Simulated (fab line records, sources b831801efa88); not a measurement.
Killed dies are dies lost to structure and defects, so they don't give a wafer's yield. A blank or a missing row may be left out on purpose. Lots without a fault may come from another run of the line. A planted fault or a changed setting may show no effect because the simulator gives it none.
One fault seen from 2 desks | flow sky130 | each desk has only its own numbers; what lay behind them comes last

THE METROLOGY DESK
What the gauges read, lot by lot, whatever tool the lot ran on: means of the sampled wafers that have a number. A lot is out of limits, marked OUT, if its mean lies more than 4 standard deviations from the usual mean; the brackets give that distance.
Columns: A = VIA2_W_RS at SKY_VIA2_RS_MEAS_22, usual 0.2759 ohm/sq; B = VIA2_W_THK at SKY_VIA2_THK_MEAS_23, usual 418 nm
lot  | first seen here | A      | B
L508 | day 38 21:02    | 0.2746 | 408
L514 | day 40 09:28    | 0.2753 | 408
L518 | day 41 10:02    | 0.2746 | 432
L522 | day 42 14:59    | 0.2742 | 411
L524 | day 43 05:25    | 0.2761 | 421
This desk's finding: nothing out of limits on any of the 5 lots.

THE TOOL OWNER'S DESK: pvd_sputter-03
The tool's own readings at SKY_METAL3_SPUTTER_01 (material TiN, target thk 20 nm, time 16.7 s): means of the sampled wafers that have a number, for each lot that ran on this tool. A lot is out of limits, marked OUT, if its mean lies more than 4 standard deviations from the usual mean; the brackets give that distance.
Columns: A = throttle_valve_pct at SKY_METAL3_SPUTTER_01, usual 29.7 %
lot  | first seen here | A
L514 | day 40 09:58    | 29.5
L518 | day 41 10:33    | 29.2
This desk's finding: nothing out of limits on any of the 2 lots.

PUT TOGETHER
The metrology desk saw nothing out of limits.
The tool owner's desk saw nothing out of limits.

WHAT THE SIMULATOR HAD PUT IN
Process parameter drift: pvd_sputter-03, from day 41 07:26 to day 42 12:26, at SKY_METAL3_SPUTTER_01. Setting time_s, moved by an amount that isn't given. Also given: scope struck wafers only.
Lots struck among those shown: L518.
